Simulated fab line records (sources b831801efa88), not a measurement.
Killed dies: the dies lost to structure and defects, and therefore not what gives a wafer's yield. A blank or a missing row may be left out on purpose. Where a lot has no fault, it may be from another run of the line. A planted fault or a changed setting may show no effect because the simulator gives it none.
Which of the tools did it?    flow gf180mcu    35 wafers from 12 lots sampled at 7 of the route's 602 steps

== WHAT THE GAUGES READ, wafer by wafer ==
GF_PSD_RS_MEAS_14: uses a four-point probe to measure. Usual: NSD_RS 46.17 ohm/sq, standard deviation 0.095.
lot   measured      on             NSD_RS (ohm/sq)    flag
L246  day 14 04:51  film metro-02  46.22 46.22        
L250  day 15 12:30  film metro-03  46.23 46.21 46.17  
L251  day 15 20:15  film metro-02  46.15 46.17 46.11  
L252  day 16 06:57  film metro-02  46.07 46.14 46.08  
L255  day 17 11:44  film metro-02  46.01 45.96 46.14  
L256  day 17 18:40  film metro-03  46.03 46.07 46.10  
L257  day 18 03:59  film metro-03  46.08 46.17 46.17  
L262  day 19 19:07  film metro-03  46.16 46.11 46.20  
L266  day 21 06:43  film metro-02  46.28 46.31 46.26  
L267  day 21 21:41  film metro-01  46.23 46.25 46.28  
L268  day 22 08:56  film metro-03  46.10 46.13 46.09  
L269  day 22 10:08  film metro-02  46.19 46.30 46.22  

GF_CONTACT_RS_MEAS_25: uses a four-point probe to measure. Usual: CONTACT_W_RS 0.383 ohm/sq, standard deviation 0.0042.
lot   measured      on             CONTACT_W_RS (ohm/sq)  flag
L246  day 16 01:23  film metro-03  0.381 0.381            
L250  day 17 10:25  film metro-01  0.390 0.393 0.390      
L251  day 17 17:10  film metro-01  0.388 0.383 0.378      
L252  day 18 04:38  film metro-04  0.387 0.388 0.387      
L255  day 19 13:34  film metro-01  0.379 0.374 0.373      
L256  day 19 20:20  film metro-01  0.644 0.635 0.643      OFF
L257  day 20 06:38  film metro-04  0.381 0.376 0.630      OFF
L262  day 21 21:23  film metro-04  0.383 0.386 0.386      
L266  day 23 08:08  film metro-03  0.390 0.380 0.390      
L267  day 23 22:32  film metro-04  0.388 0.379 0.386      
L268  day 24 09:07  film metro-04  0.386 0.385 0.387      
L269  day 24 10:48  film metro-04  0.383 0.379 0.377      

GF_CONTACT_THK_MEAS_26: measures by xrf. Usual: CONTACT_W_THK 306 nm, standard deviation 5.4.
lot   measured      on             CONTACT_W_THK (nm)  flag
L246  day 16 01:29  film metro-03  315 313             
L250  day 17 10:32  film metro-01  299 297 298         
L251  day 17 17:17  film metro-01  303 307 310         
L252  day 18 04:44  film metro-04  301 301 301         
L255  day 19 13:41  film metro-01  314 321 318         
L256  day 19 20:26  film metro-01  184 187 186         OFF
L257  day 20 06:46  film metro-04  306 310 184         OFF
L262  day 21 21:30  film metro-04  303 303 302         
L266  day 23 08:14  film metro-03  303 311 303         
L267  day 23 22:38  film metro-04  299 306 301         
L268  day 24 09:14  film metro-04  299 299 299         
L269  day 24 10:55  film metro-04  302 305 307         

GF_M1_CD_MEAS_14: the cd target is 230 nm. Usual: cd nm at 230.2 nm, with a standard deviation of 1.2.
lot   measured      on         cd nm (nm)         flag
L246  day 17 00:08  cd sem-02  230.8 230.8        
L250  day 18 10:55  cd sem-02  231.8 231.3 231.6  
L251  day 18 17:17  cd sem-02  231.9 231.4 230.8  
L252  day 19 04:59  cd sem-02  231.9 230.8 231.1  
L255  day 20 14:14  cd sem-02  230.6 229.4 230.1  
L256  day 20 21:28  cd sem-02  230.7 231.7 231.9  
L257  day 21 07:01  cd sem-02  231.4 230.9 230.2  
L262  day 22 21:55  cd sem-02  232.6 231.7 231.2  
L266  day 24 07:28  cd sem-01  230.4 229.7 229.2  
L267  day 24 21:24  cd sem-02  230.2 231.1 230.5  
L268  day 25 07:22  cd sem-01  229.2 230.2 228.6  
L269  day 25 08:56  cd sem-01  227.7 228.1 228.6  

== EACH LOT AND THE TOOL THAT RAN IT (in order: tool; ch and the chambers of the sampled wafers; start) ==
lot   GF_SAB_ETCH_11                      GF_CONTACT_CVD_24              GF_CONTACT_CMP_27
L246  rie diel-02 ch 0,1, day 15 02:03    cvd w-01 ch 0, day 16 01:16    cmp-01 ch 0,2, day 16 01:38
L250  rie diel-02 ch 0,1,2, day 16 10:03  cvd w-02 ch 0, day 17 10:18    cmp-02 ch 1,3, day 17 10:35
L251  rie diel-02 ch 0,1,2, day 16 17:34  cvd w-02 ch 0,1, day 17 17:03  cmp-01 ch 0,1,2, day 17 17:20
L252  rie diel-01 ch 0,3, day 17 04:25    cvd w-02 ch 0, day 18 04:31    cmp-02 ch 1,3, day 18 04:47
L255  rie diel-04 ch 0,1, day 18 11:42    cvd w-01 ch 0,1, day 19 13:27  cmp-02 ch 0,1,3, day 19 13:50
L256  rie diel-04 ch 1,2,3, day 18 17:49  cvd w-01 ch 0, day 19 20:13    cmp-02 ch 0,2,3, day 19 20:32
L257  rie diel-02 ch 1,2,3, day 19 04:14  cvd w-01 ch 0,1, day 20 06:31  cmp-02 ch 0,3, day 20 06:49
L262  rie diel-01 ch 1,2,3, day 20 18:45  cvd w-02 ch 0,1, day 21 21:16  cmp-02 ch 1,2,3, day 21 21:52
L266  rie diel-02 ch 0,1, day 22 06:01    cvd w-01 ch 0,1, day 23 08:02  cmp-02 ch 1,2,3, day 23 08:23
L267  rie diel-04 ch 0,1,2, day 22 21:14  cvd w-01 ch 0,1, day 23 22:25  cmp-01 ch 0,1,2, day 23 22:47
L268  rie diel-01 ch 1,3, day 23 08:04    cvd w-01 ch 0, day 24 09:00    cmp-02 ch 1,2,3, day 24 09:17
L269  rie diel-01 ch 0,1,3, day 23 09:43  cvd w-01 ch 0,1, day 24 10:42  cmp-02 ch 0,1,2, day 24 10:59
- GF_SAB_ETCH_11: etches SiO2 in C4F8/O2/Ar, target depth 55 nm, time 8.5 s.
- GF_CONTACT_CVD_24: deposits W, target thk 300 nm, time 90.339 s.
- GF_CONTACT_CMP_27: polishes, stops on SiO2, t overpolish 15 s, target thk 0 nm.

== AS READ BY THE TOOLS THEMSELVES (means over the sampled wafers that have a number; for cases with no such wafer, the mark the record gives instead) ==
GF_SAB_ETCH_11. Usual: oes product au at 0.998 a.u., with a standard deviation of 0.014.
lot   tool         oes product au (a.u.)  flag
L246  rie diel-02  0.996                  
L250  rie diel-02  0.997                  
L251  rie diel-02  1.000                  
L252  rie diel-01  0.993                  
L255  rie diel-04  0.990                  
L256  rie diel-04  1.011                  
L257  rie diel-02  0.999                  
L262  rie diel-01  0.991                  
L266  rie diel-02  0.997                  
L267  rie diel-04  0.994                  
L268  rie diel-01  0.999                  
L269  rie diel-01  0.993                  

GF_CONTACT_CVD_24. Usual: heater power w 832 W, standard deviation 67; susceptor temp C 399.99 C, standard deviation 0.22.
lot   tool      heater power w (W)  susceptor temp C (C)  flag
L246  cvd w-01  855                 399.74                
L250  cvd w-02  885                 400.02                
L251  cvd w-02  885                 400.06                
L252  cvd w-02  895                 400.16                
L255  cvd w-01  765                 399.87                
L256  cvd w-01  704                 372.79                OFF
L257  cvd w-01  706                 390.89                OFF
L262  cvd w-02  887                 400.09                
L266  cvd w-01  813                 400.13                
L267  cvd w-01  812                 400.12                
L268  cvd w-01  851                 399.75                
L269  cvd w-01  765                 399.93                

GF_CONTACT_CMP_27. Usual: motor current A 10.6 A, standard deviation 1.1; platen rpm 59.99 rpm, standard deviation 0.037; slurry filter dp kPa 13.50 kPa, standard deviation 0.14; slurry flow ml min 150.0, standard deviation 0.47; time to endpoint s 73 s, standard deviation 4.4.
lot   tool    motor current A (A)  platen rpm (rpm)  slurry filter dp kPa (kPa)  slurry flow ml min  time to endpoint s (s)  flag
L246  cmp-01  10.6                 60.00             13.63                       149.8               72                      
L250  cmp-02  11.6                 59.99             13.45                       150.1               76                      
L251  cmp-01  10.0                 60.02             13.54                       150.5               74                      
L252  cmp-02  11.1                 60.02             13.57                       149.5               72                      
L255  cmp-02  10.5                 59.99             13.45                       149.8               72                      
L256  cmp-02  10.5                 59.95             13.55                       150.8               45                      OFF
L257  cmp-02  9.9                  60.02             13.43                       150.3               62                      
L262  cmp-02  11.1                 60.02             13.57                       150.2               75                      
L266  cmp-02  10.6                 60.01             13.42                       150.4               73                      
L267  cmp-01  9.9                  59.99             13.39                       150.2               74                      
L268  cmp-02  11.2                 59.97             13.45                       149.5               75                      
L269  cmp-02  11.4                 60.00             13.39                       150.1               74                      

== THE ANSWER, worked out from the rows above alone ==
Rule: a lot counts as off when the mean over its wafers that have a number is more than 3 standard deviations away from the usual mean. A lot without any number at a reading at which 4 lots or more have one is off too. The other lots that the step has rows for count as sound. Order of review: gauges by route order, followed by the tools' own readings, for which a lot's mean as printed above is used. The first step at which some lot is off is used, and at that step the reading that is off furthest; a lot without a number counts as furthest.
Off: at GF_CONTACT_RS_MEAS_25 (CONTACT_W_RS), L256, L257.
A tool fits if, at a process step before that reading, it ran every lot that is off, and no sound lot after the first of them. Not tried: the gauges at GF_CONTACT_RS_MEAS_25; whatever is off there is also off at GF_CONTACT_CVD_24, on other tools, and gauge error can't account for it. No candidate that was tried fits.

== WHAT THE SIMULATOR PUT IN ==
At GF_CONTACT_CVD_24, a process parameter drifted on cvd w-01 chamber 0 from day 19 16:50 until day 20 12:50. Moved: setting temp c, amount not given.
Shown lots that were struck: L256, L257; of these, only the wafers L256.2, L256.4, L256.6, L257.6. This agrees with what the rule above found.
